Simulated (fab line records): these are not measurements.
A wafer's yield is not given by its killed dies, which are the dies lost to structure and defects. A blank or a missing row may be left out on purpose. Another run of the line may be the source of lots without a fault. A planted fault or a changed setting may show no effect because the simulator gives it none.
Which of the tools did it? ; flow gf180mcu ; 6 lots with 18 wafers sampled at 3 steps, on a route of 602 steps

WHAT THE GAUGES READ, wafer by wafer
GF_HV_LDD_TW_MEAS_50.
lot;measured;on;HV_LDD_4_TW
L841;day 13 03:19;film_metro-03;567 566 566
L843;day 13 19:11;film_metro-03;565 565 565
L845;day 14 12:55;film_metro-02;561 561 562
L853;day 17 00:04;film_metro-03;873 872 864
L856;day 18 01:41;film_metro-02;561 562 562
L860;day 19 14:25;film_metro-03;566 570 570

WHAT TOOL EACH LOT RAN ON (gives the tool, then ch and the chambers of the sampled wafers, and finally the start)
lot;GF_HV_LDD_STRIP_37;GF_HV_LDD_IMPLANT_48
L841;plasma_asher-03 ch 0,1, day 12 07:05;implanter-02 ch 0, day 13 03:06
L843;plasma_asher-03 ch 0,1, day 12 23:07;implanter-02 ch 0, day 13 18:57
L845;plasma_asher-01 ch 0,1, day 13 15:12;implanter-02 ch 0, day 14 12:40
L853;plasma_asher-04 ch 0,1, day 16 01:07;implanter-02 ch 0, day 16 23:49
L856;plasma_asher-04 ch 0,1, day 17 01:58;implanter-03 ch 0, day 18 01:26
L860;plasma_asher-04 ch 0,1, day 18 13:26;implanter-03 ch 0, day 19 14:10
- GF_HV_LDD_STRIP_37: strips in O2/N2.
- GF_HV_LDD_IMPLANT_48

THE ANSWER, worked out from the rows above alone
Rule: usual is defined by the lots themselves. Put in order of their means at a reading, lots are off if they are a third of the lots or fewer, leave a main group of 4 or more, and stand apart from it by a gap of 3 or more times the standard deviation of the main group's means; of several such gaps the widest counts. A main group is skipped when, at the precision printed for the reading in the tables above, its means are all equal. A lot without any number at a reading at which 4 lots or more have one is off too. Any other lot the step has rows for is counted as sound.
Off: at GF_HV_LDD_TW_MEAS_50 (HV_LDD_4_TW), L853. For the main group the mean is 565 and the standard deviation 2.8.
A tool fits if, at a process step before that reading, it ran every lot that is off, and no sound lot after the first of them. Those tools and the gauges at GF_HV_LDD_TW_MEAS_50 are tried in the same way. One fits: implanter-02 at GF_HV_LDD_IMPLANT_48. Its last sound lot is L845 (day 14 12:40), its first lot that is off L853 (day 16 23:49): a fault that began between those two fits.

WHAT THE SIMULATOR HAD PUT IN
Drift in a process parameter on implanter-02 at GF_HV_LDD_IMPLANT_48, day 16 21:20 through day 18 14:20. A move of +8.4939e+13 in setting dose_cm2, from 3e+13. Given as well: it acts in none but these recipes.
Struck lots among those shown: L853. This agrees with what the rule above found.
